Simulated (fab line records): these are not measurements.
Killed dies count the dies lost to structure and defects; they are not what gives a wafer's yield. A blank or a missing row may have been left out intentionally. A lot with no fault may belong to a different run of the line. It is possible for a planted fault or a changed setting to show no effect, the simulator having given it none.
fab line records	flow sky130
record lots=11	wafers=33	lastDay=50
route steps=708 shown VIA1@473 METAL2@484 PAD_OPEN@708
lots that met no fault: taken from a fault-free run of the same line
startH: the number of hours between the record's first day and the start of the first shown wafer of the lot	waitH: hours from the lot's prior step to this one	" identical to the entry in the row above	L1.1+2: several wafers, shown together as one row	- value missing, or start not given	* or withheld: withheld	< > ~ a bound
route shown NAME@n: a module of which the file shows steps, and the number in the route of the first	usual: mean/standard deviation taken from wafers without a fault	same: alike in all rows	chamber/n: place in a boat	sites: readings site by site	_std_site: standard deviation of those values	_edge_site: inner sites' mean taken away from outer sites' mean	radiusMm: for every site, how far away it sits from the centre of the wafer	mask NAME#n: copy n	behind: the tool/chamber that last shaped the wafer	hold: why the lot went on hold/how many hours it stayed there/how the hold came to an end	device: which transistor (n, p or np) failed to switch	end of line: the route-end tests of the same wafers	step lacking rows: just its recipe	killed: not the wafer's yield, but the dies lost to structure and defects at the first sort	map: the dies of a wafer, with x for killed, . for not killed, _ for no die there
set.NAME: the run value of the setting; set.NAME@STEP: its run value at that earlier step	model.NAME: the simulator's own value behind a step, which no gauge read
route steps across a sampled set of lots; one table per step, one row per wafer
services: when a tool's chamber went out of use (startH, in hours from the record's first day, below 0 if earlier), for how many hours, and the reason
## steps
# step SKY_VIA1_ETCH_15
# recipe target=SiO2	chemistry=C4F8/O2/Ar	targetDepthNm=351	stopOn=TiN	maskMaterial=KrF-thick	sourceW=1500	biasW=1200	pressureMtorr=40	c4f8FlowSccm=withheld	O2_flow_sccm=6	Ar_flow_sccm=300	timeS=54
# usual oesProductAu=0.982/0.0054
lot.wafer	tool	chamber	startH	waitH	oesProductAu	rfHoursCounterH
L642.1	rieDiel-03	0	787.43	0.0	0.979	4
L642.4	"	1	"	"	0.976	21
L642.6	"	2	"	"	0.980	-
L644.3	rieDiel-04	0	809.43	0.0	0.979	15
L644.5	"	2	"	"	0.978	-
L644.6	"	1	"	"	0.978	-
L648.3	rieDiel-03	1	841.40	0.0	0.972	22
L648.5	"	1	"	"	0.985	-
L648.6	"	0	"	"	0.979	-
L649.1	rieDiel-01	1	845.64	0.0	0.988	24
L649.2	"	3	"	"	0.980	14
L649.5	"	0	"	"	0.979	-
L650.2	rieDiel-04	1	857.90	0.0	0.988	10
L650.5	"	1	"	"	0.975	-
L650.6	"	0	"	"	0.979	-
L655.2	rieDiel-04	2	897.04	0.0	0.992	8
L655.5	"	1	"	"	0.983	-
L655.6	"	0	"	"	0.982	-
L660.3	rieDiel-04	0	934.33	0.0	0.976	17
L660.5	"	3	"	"	0.968	-
L660.6	"	1	"	"	0.984	-
L661.2	rieDiel-01	2	940.65	0.0	0.983	25
L661.5	"	3	"	"	0.989	-
L661.6	"	2	"	"	0.985	-
L662.2	rieDiel-04	3	944.60	0.0	0.976	9
L662.3	"	0	"	"	0.973	18
L662.4	"	1	"	"	0.981	13
L663.4	rieDiel-03	0	946.52	0.0	0.979	-
L663.5	"	2	"	"	0.974	-
L663.6	"	3	"	"	0.990	-
L664.1	rieDiel-04	0	951.10	0.0	0.978	18
L664.3	"	2	"	"	0.983	9
L664.5	"	0	"	"	0.978	-
# step SKY_VIA1_STRIP_16
# recipe chemistry=O2/N2	powerW=1400	pressureMtorr=1500	platenTempC=withheld	o2FlowSccm=3000	n2FlowSccm=300	overashFraction=0.5
# usual drypumpMotorCurrentA=6.0/0.38	oesProductAu=0.414/0.0048	stripTimeToEndpointS=4.440/0.023
lot.wafer	tool	chamber	startH	waitH	drypumpMotorCurrentA	oesProductAu	rfHoursCounterH	stripTimeToEndpointS
L642.1	plasmaAsher-03	1	787.47	0.0	6.4	0.410	6	4.394
L642.4	"	0	"	"	5.4	0.425	-	4.424
L642.6	"	1	"	"	6.4	0.407	-	4.416
L644.3	plasmaAsher-03	0	809.51	0.1	5.4	0.419	-	4.478
L644.5	"	1	"	"	6.4	0.407	-	4.431
L644.6	"	0	"	"	5.4	0.418	-	4.438
L648.3	plasmaAsher-02	0	841.48	0.1	6.6	0.411	-	4.439
L648.5	"	0	"	"	6.6	0.413	-	4.429
L648.6	"	1	"	"	5.7	0.424	-	4.438
L649.1	plasmaAsher-04	0	845.69	0.0	5.6	0.411	105	4.417
L649.2	"	1	"	"	6.0	0.409	105	4.449
L649.5	"	1	"	"	6.0	0.411	-	4.428
L650.2	plasmaAsher-02	1	857.95	0.0	5.8	0.420	36	4.451
L650.5	"	1	"	"	5.8	0.408	-	4.416
L650.6	"	0	"	"	6.5	0.415	-	4.479
L655.2	plasmaAsher-02	1	897.09	0.0	5.7	0.418	40	4.429
L655.5	"	0	"	"	6.6	0.414	-	4.449
L655.6	"	1	"	"	5.8	0.410	-	4.479
L660.3	plasmaAsher-03	1	934.41	0.1	6.4	0.411	-	4.468
L660.5	"	0	"	"	5.4	0.419	-	4.455
L660.6	"	1	"	"	6.4	0.416	-	4.419
L661.2	plasmaAsher-04	1	940.70	0.0	6.0	0.409	115	4.413
L661.5	"	0	"	"	5.6	0.410	-	4.442
L661.6	"	1	"	"	6.0	0.417	-	4.402
L662.2	plasmaAsher-02	0	944.65	0.0	6.6	0.414	45	4.472
L662.3	"	1	"	"	5.8	0.423	-	4.472
L662.4	"	0	"	"	6.5	0.408	-	4.412
L663.4	plasmaAsher-04	0	946.58	0.0	5.6	0.412	-	4.414
L663.5	"	1	"	"	6.0	0.406	-	4.446
L663.6	"	0	"	"	5.7	0.419	-	4.465
L664.1	plasmaAsher-04	1	951.15	0.0	6.0	0.412	116	4.469
L664.3	"	0	"	"	5.6	0.411	-	4.468
L664.5	"	1	"	"	6.0	0.423	-	4.491
# step SKY_METAL2_SPUTTER_01
# recipe material=TiN	targetThkNm=20	powerW=6500	timeS=16.7	chamberPressurePa=0.4
# usual throttleValvePct=30.3/0.54
lot.wafer	tool	chamber	startH	waitH	throttleValvePct
L642.1	pvdSputter-03	-	788.72	0.0	30.9
L642.4	"	-	"	"	30.0
L642.6	"	-	"	"	29.4
L644.3	pvdSputter-01	-	810.76	0.0	31.5
L644.5	"	-	"	"	29.6
L644.6	"	-	"	"	31.8
L648.3	pvdSputter-02	-	842.70	0.0	30.0
L648.5	"	-	"	"	30.4
L648.6	"	-	"	"	29.8
L649.1	pvdSputter-02	-	846.98	0.0	30.4
L649.2	"	-	"	"	30.9
L649.5	"	-	"	"	30.0
L650.2	pvdSputter-01	-	859.23	0.0	29.9
L650.5	"	-	"	"	31.8
L650.6	"	-	"	"	30.1
L655.2	pvdSputter-01	-	898.38	0.0	29.6
L655.5	"	-	"	"	29.6
L655.6	"	-	"	"	31.6
L660.3	pvdSputter-01	-	935.62	0.0	29.6
L660.5	"	-	"	"	30.2
L660.6	"	-	"	"	30.0
L661.2	pvdSputter-02	-	941.98	0.0	29.9
L661.5	"	-	"	"	30.2
L661.6	"	-	"	"	30.8
L662.2	pvdSputter-01	-	945.94	0.0	30.3
L662.3	"	-	"	"	30.0
L662.4	"	-	"	"	31.3
L663.4	pvdSputter-02	-	947.89	0.0	30.5
L663.5	"	-	"	"	30.9
L663.6	"	-	"	"	30.3
L664.1	pvdSputter-02	-	952.43	0.0	30.1
L664.3	"	-	"	"	30.8
L664.5	"	-	"	"	30.3
# step SKY_METAL2_EXPOSE_12
# recipe maskId=MM2	na=0.8	sourceShape=annular	sigmaInner=0.55	sigmaOuter=0.85	targetCdNm=140	doseMj=28
# same sigmaInner=0.55
lot.wafer	tool	chamber	startH	waitH	mask
L642.1+4+6	krfScanner-01	0	802.30	-	MM2#0
L644.3+5+6	krfScanner-02	0	824.87	-	MM2#0
L648.3+5+6	krfScanner-01	0	856.32	-	MM2#0
L649.1+2+5	krfScanner-01	0	860.31	-	MM2#0
L650.2+5+6	krfScanner-01	0	872.73	-	MM2#0
L655.2+5+6	krfScanner-02	0	911.08	-	MM2#0
L660.3+5+6	krfScanner-02	0	948.11	-	MM2#0
L661.2+5+6	krfScanner-02	0	953.63	-	MM2#0
L662.2+3+4	krfScanner-01	0	958.35	-	MM2#0
L663.4+5+6	krfScanner-02	0	960.84	-	MM2#0
L664.1+3+5	krfScanner-01	0	965.62	-	MM2#0
# step SKY_METAL2_CD_MEAS_15
# recipe targetCdNm=140
# usual cdNm=139.7/1.3
lot.wafer	tool	chamber	startH	waitH	cdNm
L642.1	cdSem-02	-	815.10	-	140.1
L642.4	"	-	"	"	139.0
L642.6	"	-	"	"	139.6
L644.3	cdSem-01	-	837.44	-	139.2
L644.5	"	-	"	"	138.4
L644.6	"	-	"	"	138.3
L648.3	cdSem-02	-	869.10	-	140.4
L648.5	"	-	"	"	140.2
L648.6	"	-	"	"	141.1
L649.1	cdSem-01	-	873.06	-	138.3
L649.2	"	-	"	"	-
L649.5	"	-	"	"	140.4
L650.2	cdSem-01	-	885.57	-	-
L650.5	"	-	"	"	138.2
L650.6	"	-	"	"	-
L655.2	cdSem-01	-	924.02	-	138.7
L655.5	"	-	"	"	139.0
L655.6	"	-	"	"	139.4
L660.3	cdSem-01	-	960.34	-	141.1
L660.5	"	-	"	"	141.2
L660.6	"	-	"	"	141.3
L661.2	cdSem-01	-	965.87	-	138.2
L661.5	"	-	"	"	137.9
L661.6	"	-	"	"	138.0
L662.2	cdSem-01	-	970.22	-	139.6
L662.3	"	-	"	"	141.5
L662.4	"	-	"	"	140.7
L663.4	cdSem-02	-	972.71	-	141.8
L663.5	"	-	"	"	141.5
L663.6	"	-	"	"	142.3
L664.1	cdSem-01	-	977.45	-	138.2
L664.3	"	-	"	"	138.7
L664.5	"	-	"	"	137.6
# step SKY_METAL2_OVL_MEAS_16
# usual METAL2_OVL=-2/5.2
lot.wafer	tool	chamber	startH	waitH	METAL2_OVL[nm]
L642.1	overlay-02	-	815.22	0.1	1
L642.4	"	-	"	"	2
L642.6	"	-	"	"	-1
L644.3	overlay-01	-	837.53	0.1	-3
L644.5	"	-	"	"	-11
L644.6	"	-	"	"	-6
L648.3	overlay-02	-	869.19	0.1	-9
L648.5	"	-	"	"	-3
L648.6	"	-	"	"	-5
L649.1	overlay-01	-	873.18	0.1	2
L649.2	"	-	"	"	-
L649.5	"	-	"	"	5
L650.2	overlay-02	-	885.67	0.1	-
L650.5	"	-	"	"	-5
L650.6	"	-	"	"	-
L655.2	overlay-01	-	924.13	0.1	-5
L655.5	"	-	"	"	-2
L655.6	"	-	"	"	0
L660.3	overlay-02	-	960.43	0.1	-2
L660.5	"	-	"	"	0
L660.6	"	-	"	"	-6
L661.2	overlay-01	-	965.97	0.1	-7
L661.5	"	-	"	"	-12
L661.6	"	-	"	"	-7
L662.2	overlay-01	-	970.32	0.1	8
L662.3	"	-	"	"	9
L662.4	"	-	"	"	0
L663.4	overlay-02	-	972.78	0.1	0
L663.5	"	-	"	"	0
L663.6	"	-	"	"	-7
L664.1	overlay-02	-	977.57	0.1	-8
L664.3	"	-	"	"	-14
L664.5	"	-	"	"	-6
# step SKY_PAD_OPEN_PROBE_99
# usual defectLimitedYield=82.8/2.1	killed_at_M0_to_M3=43/7.7	killed_at_M4_up=3.1/1.7	killedAtContacts=23/4.8	killedAtFrontEnd=15/4.5	killedAtOther=0.3/0.58	killedDies=85/10	killedOnRim=17/3.8	killedOpen=46/7.5	killedShort=38/6.5	sort_bin_3_pad_short=0.8/0.38	sort_bin_5_function=10.3/1.7	sort_bin_6_memory=6.1/1.1	sortNPass=407/10	sortYieldPct=82.8/2.1
# same grossDies=492	killedAtBackSide=0	sort_bin_4_leakage[%]=0	sort_bin_8_speed[%]=0
lot.wafer	tool	chamber	startH	waitH	hold	defectLimitedYield[%]	killed_at_M0_to_M3	killed_at_M4_up	killedAtContacts	killedAtFrontEnd	killedAtOther	killedDies	killedOnRim	killedOpen	killedShort	sort_bin_3_pad_short[%]	sort_bin_5_function[%]	sort_bin_6_memory[%]	sortNPass	sortYieldPct[%]
L642.1	prober-02	-	1070.44	0.1	-	83.9	36	4	28	9	2	79	19	42	37	1.0	9.3	5.7	413	83.9
L642.4	prober-02	-	1070.59	0.2	-	84.8	34	2	19	20	0	75	19	41	34	0.6	10.4	4.3	417	84.8
L642.6	prober-02	-	1070.69	0.2	-	83.3	37	4	24	17	0	82	21	48	34	0.4	11.2	5.1	410	83.3
L644.3	prober-01	-	1087.79	0.2	-	83.7	53	2	17	8	0	80	15	41	39	0.6	9.3	6.3	412	83.7
L644.5	prober-01	-	1087.89	0.2	-	84.1	43	0	27	8	0	78	14	45	33	0.4	7.5	7.9	414	84.1
L644.6	prober-01	-	1087.94	0.2	-	84.1	42	2	20	14	0	78	19	51	27	0.8	9.3	5.7	414	84.1
L648.3	prober-01	-	1116.68	0.2	-	81.7	52	4	17	17	0	90	17	49	41	1.8	11.8	4.7	402	81.7
L648.5	prober-01	-	1116.78	0.2	-	83.9	38	1	23	17	0	79	18	41	38	0.4	9.1	6.5	413	83.9
L648.6	prober-01	-	1116.83	0.2	-	83.3	34	3	22	23	0	82	12	48	34	0.8	10.6	5.3	410	83.3
L649.1	prober-02	-	1116.69	0.1	awaitDispo/10.1h/release	81.9	43	3	23	19	1	89	22	47	41	1.2	9.6	7.3	403	81.9
L649.2	prober-02	-	1116.74	0.1	awaitDispo/10.1h/release	0	452	2	26	12	0	492	96	39	50	1.4	93.3	5.3	0	0
L649.5	prober-02	-	1116.89	0.2	awaitDispo/10.1h/release	83.9	40	4	24	11	0	79	16	46	33	0.8	11.0	4.3	413	83.9
L650.2	prober-01	-	1129.23	0.1	awaitDispo/4.2h/release	0	456	2	24	10	0	492	96	48	35	1.0	93.1	5.9	0	0
L650.5	prober-01	-	1129.38	0.2	awaitDispo/4.2h/release	81.3	61	3	18	10	0	92	17	46	46	0.4	11.8	6.5	400	81.3
L650.6	prober-01	-	1129.43	0.2	awaitDispo/4.2h/release	0	459	2	22	9	0	492	96	35	36	1.0	93.1	5.9	0	0
L655.2	prober-01	-	1157.80	0.1	-	88.0	32	2	17	7	1	59	9	38	21	0.4	7.5	4.1	433	88.0
L655.5	prober-01	-	1157.95	0.2	-	80.3	58	3	21	15	0	97	25	63	34	0.6	12.8	6.3	395	80.3
L655.6	prober-01	-	1158.00	0.2	-	83.9	47	2	20	10	0	79	20	41	38	0.4	8.5	7.1	413	83.9
L660.3	prober-02	-	1183.05	0.2	-	85.2	31	3	23	16	0	73	18	44	29	0.6	9.1	5.1	419	85.2
L660.5	prober-02	-	1183.15	0.2	-	79.3	56	1	27	17	1	102	17	59	43	0.8	12.6	7.3	390	79.3
L660.6	prober-02	-	1183.20	0.2	-	86.0	36	1	16	16	0	69	19	33	36	1.4	7.3	5.3	423	86.0
L661.2	prober-01	-	1185.36	0.1	-	84.3	46	2	18	11	0	77	13	43	34	0.8	8.5	6.3	415	84.3
L661.5	prober-01	-	1185.51	0.2	-	79.5	60	2	28	11	0	101	23	52	48	0.8	12.2	7.5	391	79.5
L661.6	prober-01	-	1185.56	0.2	-	83.3	48	2	24	8	0	82	9	48	34	1.0	8.9	6.7	410	83.3
L662.2	prober-02	-	1191.13	0.1	-	75.8	58	3	42	16	0	119	23	73	45	0.8	14.4	8.9	373	75.8
L662.3	prober-02	-	1191.18	0.2	-	82.5	45	3	21	17	0	86	16	50	36	0.8	9.8	6.9	406	82.5
L662.4	prober-02	-	1191.23	0.2	-	78.9	53	2	23	26	0	104	19	52	51	1.4	13.0	6.7	388	78.9
L663.4	prober-01	-	1191.50	0.2	-	82.9	35	2	32	15	0	84	20	43	41	1.0	10.8	5.3	408	82.9
L663.5	prober-01	-	1191.55	0.2	-	83.9	36	3	31	9	0	79	16	51	28	0.4	9.8	5.9	413	83.9
L663.6	prober-01	-	1191.60	0.2	-	84.3	45	6	16	10	0	77	10	48	29	0.8	10.0	4.9	415	84.3
L664.1	prober-02	-	1193.62	0.1	-	81.1	49	4	25	15	0	93	20	46	47	0.6	13.6	4.7	399	81.1
L664.3	prober-02	-	1193.72	0.2	-	81.5	36	3	27	25	0	91	20	54	37	0.2	10.0	8.3	401	81.5
L664.5	prober-02	-	1193.82	0.2	-	86.0	35	1	20	13	0	69	15	44	25	0.6	7.7	5.7	423	86.0
# killed by level:class
L642.1 CONTACT:geometricParticle:open=10 VIA1:geometricParticle:open=8 LI_CONTACT:geometricParticle:open=7 VIA3:geometricParticle:open=7 VIA1:geometricParticle:short=5 VIA2:geometricParticle:short=5 POLY_GATE:geometricParticle:short=4 CONTACT:geometricParticle:short=4
L642.4 POLY_GATE:geometricParticle:short=7 FIELD_ISO:geometricParticle:open=6 VIA1:geometricParticle:open=6 CONTACT:geometricParticle:open=5 VIA2:geometricParticle:open=5 POLY_GATE:geometricParticle:open=4 VIA3:geometricParticle:short=4 LI_CONTACT:geometricParticle:open=4
L642.6 VIA1:geometricParticle:open=10 CONTACT:geometricParticle:open=9 FIELD_ISO:geometricParticle:open=7 LI_CONTACT:geometricParticle:open=5 CONTACT:geometricParticle:short=5 VIA3:geometricParticle:open=5 LOCAL_INTERCONNECT:geometricParticle:short=4 POLY_GATE:geometricParticle:open=4
L644.3 VIA1:geometricParticle:open=9 LI_CONTACT:geometricParticle:open=8 METAL1:geometricParticle:short=8 VIA1:geometricParticle:short=7 VIA3:geometricParticle:open=7 VIA2:geometricParticle:open=6 FIELD_ISO:geometricParticle:short=5 CONTACT:geometricParticle:short=5
L644.5 VIA1:geometricParticle:open=17 CONTACT:geometricParticle:open=11 METAL2:geometricParticle:short=7 LI_CONTACT:geometricParticle:open=6 CONTACT:geometricParticle:short=5 FIELD_ISO:geometricParticle:short=4 VIA1:geometricParticle:short=4 VIA3:geometricParticle:open=4
L644.6 VIA1:geometricParticle:open=11 CONTACT:geometricParticle:open=9 FIELD_ISO:geometricParticle:open=7 VIA3:geometricParticle:open=7 VIA2:geometricParticle:open=6 METAL2:geometricParticle:short=6 LI_CONTACT:geometricParticle:open=5 FIELD_ISO:geometricParticle:short=3
L648.3 FIELD_ISO:geometricParticle:open=9 VIA1:geometricParticle:open=9 METAL1:geometricParticle:short=8 VIA3:geometricParticle:open=8 CONTACT:geometricParticle:open=7 VIA1:geometricParticle:short=6 VIA2:geometricParticle:open=6 CONTACT:geometricParticle:short=5
L649.1 CONTACT:geometricParticle:open=11 VIA1:geometricParticle:open=8 METAL2:geometricParticle:short=8 VIA2:geometricParticle:open=7 CONTACT:geometricParticle:short=6 POLY_GATE:geometricParticle:open=5 VIA1:geometricParticle:short=5 METAL2:geometricParticle:open=4
L649.2 METAL2:areaExpose=400 METAL2:geometricParticle:short=13 VIA1:geometricParticle:open=9 CONTACT:geometricParticle:open=9 FIELD_ISO:geometricParticle:short=6 LI_CONTACT:geometricParticle:open=6 METAL3:geometricParticle:short=6 METAL1:geometricParticle:short=5
L648.5 VIA3:geometricParticle:open=8 CONTACT:geometricParticle:short=7 METAL1:geometricParticle:short=6 LI_CONTACT:geometricParticle:open=5 CONTACT:geometricParticle:open=5 VIA1:geometricParticle:open=5 METAL2:geometricParticle:short=4 VIA3:geometricParticle:short=4
L648.6 VIA1:geometricParticle:open=10 FIELD_ISO:geometricParticle:short=9 CONTACT:geometricParticle:short=9 FIELD_ISO:geometricParticle:open=8 CONTACT:geometricParticle:open=8 VIA2:geometricParticle:open=6 LI_CONTACT:geometricParticle:open=4 VIA3:geometricParticle:open=4
L649.5 CONTACT:geometricParticle:open=12 VIA1:geometricParticle:open=8 METAL1:geometricParticle:short=6 FIELD_ISO:geometricParticle:open=5 METAL2:geometricParticle:short=5 VIA3:geometricParticle:open=5 LI_CONTACT:geometricParticle:open=4 LOCAL_INTERCONNECT:geometricParticle:short=4
L650.2 METAL2:areaExpose=409 CONTACT:geometricParticle:open=10 METAL2:geometricParticle:short=9 VIA3:geometricParticle:open=8 VIA1:geometricParticle:open=7 METAL1:geometricParticle:short=5 VIA2:geometricParticle:open=4 POLY_GATE:geometricParticle:open=4
L650.5 VIA1:geometricParticle:open=13 METAL1:geometricParticle:short=9 CONTACT:geometricParticle:open=9 METAL2:geometricParticle:short=8 VIA3:geometricParticle:open=7 METAL3:geometricParticle:short=5 CONTACT:geometricParticle:short=5 VIA1:geometricParticle:short=5
L650.6 METAL2:areaExpose=421 VIA1:geometricParticle:open=7 LI_CONTACT:geometricParticle:open=6 CONTACT:geometricParticle:open=6 VIA1:geometricParticle:short=6 METAL1:geometricParticle:short=5 LOCAL_INTERCONNECT:geometricParticle:short=4 CONTACT:geometricParticle:short=4
L655.2 VIA2:geometricParticle:open=9 METAL1:geometricParticle:short=8 LI_CONTACT:geometricParticle:open=6 CONTACT:geometricParticle:open=6 VIA1:geometricParticle:open=4 VIA3:geometricParticle:open=3 METAL2:geometricParticle:short=3 FIELD_ISO:geometricParticle:open=2
L655.5 VIA1:geometricParticle:open=15 LI_CONTACT:geometricParticle:open=11 VIA2:geometricParticle:open=11 VIA1:geometricParticle:short=10 CONTACT:geometricParticle:open=6 METAL1:geometricParticle:short=6 FIELD_ISO:geometricParticle:open=5 POLY_GATE:geometricParticle:open=5
L655.6 VIA1:geometricParticle:open=12 LI_CONTACT:geometricParticle:open=8 VIA1:geometricParticle:short=6 VIA2:geometricParticle:open=6 METAL1:geometricParticle:short=5 FIELD_ISO:geometricParticle:short=4 CONTACT:geometricParticle:open=4 METAL2:geometricParticle:short=4
L660.3 CONTACT:geometricParticle:open=8 LI_CONTACT:geometricParticle:open=7 POLY_GATE:geometricParticle:open=6 METAL1:geometricParticle:short=6 VIA1:geometricParticle:open=5 VIA3:geometricParticle:open=5 VIA2:geometricParticle:open=4 FIELD_ISO:geometricParticle:open=3
L660.5 VIA1:geometricParticle:open=13 VIA2:geometricParticle:open=13 CONTACT:geometricParticle:open=7 LI_CONTACT:geometricParticle:open=7 VIA3:geometricParticle:open=7 LOCAL_INTERCONNECT:geometricParticle:short=6 METAL3:geometricParticle:short=5 POLY_GATE:geometricParticle:short=4
L660.6 VIA1:geometricParticle:open=7 VIA1:geometricParticle:short=6 VIA2:geometricParticle:open=5 SPACER:geometricParticle:open=4 METAL1:geometricParticle:short=4 LI_CONTACT:geometricParticle:open=4 LOCAL_INTERCONNECT:geometricParticle:short=4 FIELD_ISO:geometricParticle:open=3
L661.2 METAL1:geometricParticle:short=9 VIA3:geometricParticle:open=7 LI_CONTACT:geometricParticle:open=7 VIA1:geometricParticle:open=7 POLY_GATE:geometricParticle:open=6 CONTACT:geometricParticle:open=5 METAL2:geometricParticle:short=5 VIA2:geometricParticle:open=5
L661.5 VIA1:geometricParticle:open=15 CONTACT:geometricParticle:open=12 VIA3:geometricParticle:open=9 VIA3:geometricParticle:short=9 METAL1:geometricParticle:short=7 VIA2:geometricParticle:open=6 VIA1:geometricParticle:short=6 LI_CONTACT:geometricParticle:open=5
L661.6 VIA3:geometricParticle:open=14 VIA1:geometricParticle:open=9 CONTACT:geometricParticle:open=8 VIA2:geometricParticle:open=8 VIA3:geometricParticle:short=5 LI_CONTACT:geometricParticle:open=5 LI_CONTACT:geometricParticle:short=4 CONTACT:geometricParticle:short=4
L662.2 VIA1:geometricParticle:open=24 CONTACT:geometricParticle:open=18 LI_CONTACT:geometricParticle:open=9 LOCAL_INTERCONNECT:geometricParticle:short=7 VIA1:geometricParticle:short=6 FIELD_ISO:geometricParticle:open=5 CONTACT:geometricParticle:short=5 METAL1:geometricParticle:short=5
L662.3 CONTACT:geometricParticle:open=9 VIA1:geometricParticle:open=9 VIA2:geometricParticle:open=7 VIA1:geometricParticle:short=6 METAL1:geometricParticle:short=6 FIELD_ISO:geometricParticle:short=5 METAL1:geometricParticle:open=5 LOCAL_INTERCONNECT:geometricParticle:short=5
L662.4 VIA2:geometricParticle:open=13 CONTACT:geometricParticle:open=10 VIA1:geometricParticle:open=10 METAL2:geometricParticle:short=9 POLY_GATE:geometricParticle:short=8 VIA1:geometricParticle:short=6 LI_CONTACT:geometricParticle:short=5 FIELD_ISO:geometricParticle:open=4
L663.4 CONTACT:geometricParticle:open=12 VIA1:geometricParticle:open=10 LI_CONTACT:geometricParticle:open=8 FIELD_ISO:geometricParticle:short=7 METAL1:geometricParticle:short=6 CONTACT:geometricParticle:short=5 METAL2:geometricParticle:short=5 LOCAL_INTERCONNECT:geometricParticle:short=4
L663.5 CONTACT:geometricParticle:open=16 METAL1:geometricParticle:short=11 LI_CONTACT:geometricParticle:open=10 VIA3:geometricParticle:open=5 POLY_GATE:geometricParticle:open=4 VIA1:geometricParticle:open=4 VIA3:geometricParticle:short=4 VIA1:geometricParticle:short=3
L663.6 VIA1:geometricParticle:open=12 VIA3:geometricParticle:open=8 LI_CONTACT:geometricParticle:open=6 VIA2:geometricParticle:open=6 METAL3:geometricParticle:short=5 METAL2:geometricParticle:short=5 LOCAL_INTERCONNECT:geometricParticle:short=4 METAL4:geometricParticle:open=4
L664.1 CONTACT:geometricParticle:open=13 METAL1:geometricParticle:short=8 VIA1:geometricParticle:open=7 FIELD_ISO:geometricParticle:short=6 METAL2:geometricParticle:short=6 LI_CONTACT:geometricParticle:open=5 METAL2:geometricParticle:open=5 VIA2:geometricParticle:open=5
L664.3 CONTACT:geometricParticle:open=11 VIA1:geometricParticle:open=10 FIELD_ISO:geometricParticle:open=6 VIA2:geometricParticle:open=6 VIA3:geometricParticle:open=6 FIELD_ISO:geometricParticle:short=5 POLY_GATE:geometricParticle:short=5 LI_CONTACT:geometricParticle:open=4
L664.5 VIA2:geometricParticle:open=11 LI_CONTACT:geometricParticle:open=7 CONTACT:geometricParticle:open=7 METAL2:geometricParticle:short=7 POLY_GATE:geometricParticle:open=4 VIA3:geometricParticle:open=4 LI_CONTACT:geometricParticle:short=3 VIA1:geometricParticle:open=3
## services
tool	chamber	startH	hours	kind
pvdSputter-02	-	785.23	1.8	repair
pvdSputter-02	-	789.15	0.9	repair
pvdSputter-01	-	791.25	1.6	repair
pvdSputter-02	-	798.55	1.5	repair
krfScanner-02	-	806.50	4.3	repair
krfScanner-02	-	810.76	4.0	pm
krfScanner-01	-	832.20	8.0	repair
plasmaAsher-02	-	837.87	0.9	repair
pvdSputter-02	-	838.69	1.8	repair
krfScanner-02	-	845.73	1.6	repair
krfScanner-02	-	859.75	0.8	pm
rieDiel-04	2	873.86	4.6	repair
krfScanner-01	-	879.37	1.0	pm
krfScanner-01	-	899.96	0.8	pm
krfScanner-02	-	905.72	1.0	pm
krfScanner-02	-	908.08	0.2	repair
rieDiel-04	2	913.41	15.3	repair
krfScanner-02	-	925.82	21.0	pm
rieDiel-04	2	931.10	8.4	repair
krfScanner-01	-	946.82	1.3	pm
krfScanner-02	-	948.19	1.3	pm
krfScanner-02	-	949.55	0.6	repair
pvdSputter-01	-	960.41	2.3	repair
rieDiel-04	-	961.83	2.8	pm
## key
firstSign step=SKY_METAL2_CD_MEAS_15	reading=cdNm	direction=missing
effect step=SKY_METAL2_OVL_MEAS_16	reading=METAL2_OVL	direction=missing
effect step=SKY_PAD_OPEN_PROBE_99	reading=killed_at_M0_to_M3	direction=up	sigmas=54	usual=43	struck=456
moreKillsBornAt SKY_METAL2_EXPOSE_12@krfScanner-01=1230
metAt SKY_METAL2_EXPOSE_12
struckLots L649,L650
struckWafers L649.2,L650.2,L650.6
laterRowsLeftOut L649.2,L650.2,L650.6
notActingAt SKY_VIA1_ETCH_15,SKY_VIA1_STRIP_16,SKY_METAL2_SPUTTER_01
onsetBetween 856.32 860.31
fault kind=processParameterDrift	tool=krfScanner-01	chamber=-	onsetH=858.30	steps=SKY_METAL2_EXPOSE_12	channel=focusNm	offset=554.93	shape=step	endH=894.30	scope=struckWafersOnly
# laterRowsLeftOut: the simulator's readings of these wafers behind a module that went badly wrong aren't trusted and aren't shown, but for the sort
